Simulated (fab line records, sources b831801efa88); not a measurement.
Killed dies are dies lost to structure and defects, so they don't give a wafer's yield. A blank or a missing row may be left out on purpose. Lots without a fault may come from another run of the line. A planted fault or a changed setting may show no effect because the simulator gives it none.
Problem report in the 8D (eight disciplines) form, filled by code | flow sky130 | the parts of the form that need people (team, actions taken, sign-off) are left out

1. THE PROBLEM
killed_at_M4_up at SKY_PAD_OPEN_PROBE_99 reads a mean of 43.2 on 4 wafers of 3 lots; wafers without a fault read 3.3 with a standard deviation of 1.8. That is +22 standard deviations from the usual mean.
First seen on wafer L833.1, day 49 07:53, on prober-01. The record holds 33 wafers of 11 lots with a number at this step. Rule for "out", or "out of limits": more than 4 standard deviations from the usual mean. The other wafers with a number count as sound.

2. WHAT IT IS AND WHAT IT IS NOT
question                    | is                             | is not
which readings at this step | killed_at_M4_up                | killed_at_M0_to_M3, killed_at_front_end, killed_at_other, killed_on_rim, killed_open, sort_bin_3_pad_short, sort_bin_6_memory
which lots                  | L831, L833, L835               | L820, L823, L824, L825, L826, L827, L834, L840
which wafers of those lots  | L831.5, L833.1, L833.6, L835.1 | L831.4, L831.6, L833.3, L835.2, L835.5
read on which tools         | prober-01, prober-02           | -
when                        | from day 49 07:53              | up to then (18 sound wafers); but 11 sound wafers of L831, L833, L834, L835, L840 came after

3. SUSPECTS, AND WHAT RULES EACH OUT
Counting: a tool at a process step up to the reading stays a suspect if it ran every lot that is out. Sound lots after the first of them don't rule it out here, since some wafers of a struck lot are sound.
- plasma_asher-01 at SKY_VIA4_STRIP_13 (strips in O2/N2): kept. It ran every lot that is out, first L831 (day 46 17:04); its last sound lot up to then is L827 (day 45 08:44).
- cvd_w-01 at SKY_VIA4_CVD_18 (deposits W, target thk 505 nm, time 152.14 s): kept. It ran every lot that is out, first L831 (day 46 17:45); its last sound lot up to then is L826 (day 45 01:58).
- Within plasma_asher-01 at SKY_VIA4_STRIP_13: the wafers that are out ran in chamber 1; their sound lot-mates ran in chamber 0.
Left after counting: plasma_asher-01 at SKY_VIA4_STRIP_13, cvd_w-01 at SKY_VIA4_CVD_18.

4. THE CAUSE (what the simulator had put in)
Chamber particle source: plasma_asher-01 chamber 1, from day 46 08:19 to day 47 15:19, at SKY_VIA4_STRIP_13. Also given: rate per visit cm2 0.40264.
Counting left 2 suspects, and this tool is among them.

5. THE CHAIN OF EFFECTS, in route order
Each row: a reading whose mean over the struck wafers that have a number lies more than 3 standard deviations from the usual. Only readings for which the record gives a usual standard deviation are gone through. hours: the time from each lot's start at the first step in this table that gives one to its start at this step, as a median over the lots. sigmas: the change in usual standard deviations.
hours | step                  | reading              | usual  | on struck wafers | change | sigmas
0     | SKY_PAD_OPEN_PROBE_99 | defect_limited_yield | 82.7 % | 76.0             | -6.8   | -4.0
0     | SKY_PAD_OPEN_PROBE_99 | killed_at_M4_up      | 3.3    | 43.2             | +40.0  | +22
0     | SKY_PAD_OPEN_PROBE_99 | killed_dies          | 85     | 118              | +33    | +4.0
0     | SKY_PAD_OPEN_PROBE_99 | sort_bin_5_function  | 10.3 % | 15.8             | +5.4   | +3.9
0     | SKY_PAD_OPEN_PROBE_99 | sort_n_pass          | 407    | 374              | -33    | -4.0
0     | SKY_PAD_OPEN_PROBE_99 | sort_yield_pct       | 82.7 % | 76.0             | -6.8   | -4.0
The process steps in it:
- SKY_PAD_OPEN_PROBE_99

6. WHAT WOULD HAVE CAUGHT IT SOONER
In this record the first reading out of limits was taken at day 49 07:53, 72 hours after the fault began at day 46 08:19.
Of the tool readings at SKY_VIA4_STRIP_13 for which the record gives a usual standard deviation, none was out on any struck wafer, so an alarm limit of 4 standard deviations on them would not have fired.
All the lots that are out (3) had begun SKY_VIA4_STRIP_13 on plasma_asher-01 by day 49 07:53. A hold on the tool at that time would have spared none of them.
